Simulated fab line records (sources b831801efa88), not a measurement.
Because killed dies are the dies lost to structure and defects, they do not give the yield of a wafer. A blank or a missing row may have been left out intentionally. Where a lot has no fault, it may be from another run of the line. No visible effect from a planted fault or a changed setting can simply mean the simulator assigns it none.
Comparing a struck lot with a sound one | flow sky130 | 28 steps out of a route of 708
Sound: the wafers L525.2, L525.5, L525.6. Struck: wafer L540.3. (L540.5, L540.6 of the same lot were not struck and are left out.) The cause comes at the end.
For every step that has rows: the tool of each side, followed by ch and its chambers, followed by its first start. Under that, the readings that differ: sound wafers | struck wafers | difference of the means | sigmas: that difference in standard deviations of wafers without a fault.
alike: readings with means less than 2 such deviations apart, plus words and numbers identical on both sides. not compared: withheld readings, readings lacking a value on some wafer, bounds such as >300 that could conceal the same value, and numbers that have no deviation in the record and whose values overlap.
The two part at a step that has a row with sigmas, a row that says differs or no value, or rows on one side only. Numbers that don't overlap but have no deviation are shown without sigmas and don't part them. A reading missing from all wafers of one side parts the sides only when that side holds two or more wafers.

SKY_VIA4_ETCH_12: etches SiO2 in C4F8/O2/Ar, stops on TiN, target depth 580 nm.
  sound on rie-diel-03 ch 0,1, day 42 17:28; struck on rie-diel-03 ch 2, day 46 23:11
  alike: oes-product-au
then, 6 steps without rows for these wafers: SKY_VIA4_STRIP_13 (strips in O2/N2); SKY_VIA4_STRIP_14 (strips in post etch residue remover, time 1200 s); SKY_VIA4_CLEAN_15 (cleans in IPA, time 180 s); SKY_VIA4_CLEAN_16 (cleans in O3/DIW); SKY_VIA4_SPUTTER_17 (material TiN, target thk 20 nm, time 80 s); SKY_VIA4_CVD_18 (deposits W, target thk 505 nm, time 152.14 s).
SKY_VIA4_RS_MEAS_19: measurement is done with a four-point probe.
  sound on film-metro-01 at day 42 18:24; struck on film-metro-02 at day 47 00:32
  alike: VIA4_W_RS
SKY_VIA4_THK_MEAS_20: measures by xrf.
  sound on film-metro-01 at day 42 18:31; struck on film-metro-02 at day 47 00:38
  reading         | sound       | struck | difference | sigmas
  VIA4_W_THK (nm) | 494 493 485 | 473    | -18        | -2
then, 2 steps without rows for these wafers: SKY_VIA4_CMP_21 (polishes, stops on SiO2, t overpolish 25 s, target thk 0 nm); SKY_METAL5_SPUTTER_00 (material Ti, target thk 15 nm, time 10 s).
SKY_METAL5_SPUTTER_01: material TiN, target thk 20 nm, time 16.7 s.
  sound on pvd-sputter-04 at day 42 18:53; struck on pvd-sputter-01 at day 47 01:29
  reading                | sound          | struck | difference | sigmas
  throttle-valve-pct (%) | 29.4 29.7 29.2 | 32.6   | +3.2       | +3
  alike: chamber-pressure-pa
SKY_METAL5_SPUTTER_02: material AlCu, target thk 1150 nm, time 61.2 s.
  sound on pvd-sputter-04 at day 42 18:55; struck on pvd-sputter-01 at day 47 01:31
  reading                                     | sound          | struck | difference | sigmas
  throttle-valve-pct (%)                      | 29.2 29.7 29.0 | 32.4   | +3.1       | +3
  model.AlCu_of_METAL5_SPUTTER_02.thk-nm (nm) | 1168 1159 1165 | 1375   | +211       |
  alike: chamber-pressure-pa
SKY_METAL5_SPUTTER_03: material Ti, target thk 5 nm, time 3.3 s.
  sound on pvd-sputter-04 at day 42 18:58; struck on pvd-sputter-01 at day 47 01:34
  reading                | sound          | struck | difference | sigmas
  throttle-valve-pct (%) | 29.3 29.6 28.8 | 32.5   | +3.3       | +3
  alike: chamber-pressure-pa
SKY_METAL5_SPUTTER_04: material TiN, target thk 70 nm, time 58.3 s.
  sound on pvd-sputter-04 at day 42 18:59; struck on pvd-sputter-01 at day 47 01:35
  reading                | sound          | struck | difference | sigmas
  throttle-valve-pct (%) | 29.4 29.5 29.1 | 32.7   | +3.4       | +3
  alike: chamber-pressure-pa
SKY_METAL5_RS_MEAS_05: measurement is done with a four-point probe.
  sound on film-metro-03 at day 42 19:04; struck on film-metro-01 at day 47 01:40
  reading                 | sound                   | struck  | difference | sigmas
  METAL5_ALCU_RS (ohm/sq) | 0.02659 0.02675 0.02669 | 0.02256 | -0.00412   | -14
SKY_METAL5_THK_MEAS_06: measures by xrf.
  sound on film-metro-03 at day 42 19:11; struck on film-metro-01 at day 47 01:46
  reading              | sound          | struck | difference | sigmas
  METAL5_ALCU_THK (nm) | 1172 1178 1175 | 1372   | +197       | +13
then, 8 steps without rows for these wafers: SKY_METAL5_DEHYDRATE_07 (time 60 s); SKY_METAL5_HMDS_08 (prime time 60 s); SKY_METAL5_COAT_09 (resist thk 1800 nm); SKY_METAL5_SOFTBAKE_10 (time 60 s); SKY_METAL5_EXPOSE_11 (exposes mask MM5, target cd 1600 nm); SKY_METAL5_PEB_12; SKY_METAL5_DEVELOP_13 (develop time 60 s); SKY_METAL5_DESCUM_14 (chemistry O2, time 11 s).
SKY_METAL5_METAL_ETCH_15: etches the open film in Cl2/BCl3, stops on SiO2, target depth 1260 nm, time 252 s.
  sound on rie-metal-03 ch 0,1, day 43 18:13; struck on rie-metal-03 ch 1, day 47 21:08
  reading               | sound             | struck | difference | sigmas
  oes-product-au (a.u.) | 0.896 0.899 0.892 | 0.968  | +0.072     | +15
  alike: drypump-motor-current-A, throttle-valve-pct
  not compared: rf-hours-counter-h
SKY_METAL5_STRIP_16: strips in O2/N2.
  sound on plasma-asher-03 ch 0,1, day 43 18:31; struck on plasma-asher-03 ch 0, day 47 21:20
  alike: drypump-motor-current-A, oes-product-au, strip-time-to-endpoint-s
  not compared: rf-hours-counter-h
SKY_PAD_OPEN_PROBE_99:
  sound on prober-02 at day 45 17:05; struck on prober-01 at day 49 13:25
  reading                               | sound                   | struck  | difference | sigmas
  model.etest.met5-comb.leak-log10-a-um | -11.95 -11.97 -11.85    | -11.14  | +0.78      |
  model.etest.met5.rs-ohm-sq            | 0.02644 0.02674 0.02697 | 0.02255 | -0.00417   |
  model.etest.met5.line-ohm-um          | 0.01656 0.01667 0.01697 | 0.01417 | -0.00256   |

== WHERE THEY PART ==
Last at SKY_METAL5_METAL_ETCH_15 as far as this record goes, first at SKY_VIA4_THK_MEAS_20. Later steps at which nothing parts them and some readings are alike: SKY_METAL5_STRIP_16.

WHY: what the simulator had put in
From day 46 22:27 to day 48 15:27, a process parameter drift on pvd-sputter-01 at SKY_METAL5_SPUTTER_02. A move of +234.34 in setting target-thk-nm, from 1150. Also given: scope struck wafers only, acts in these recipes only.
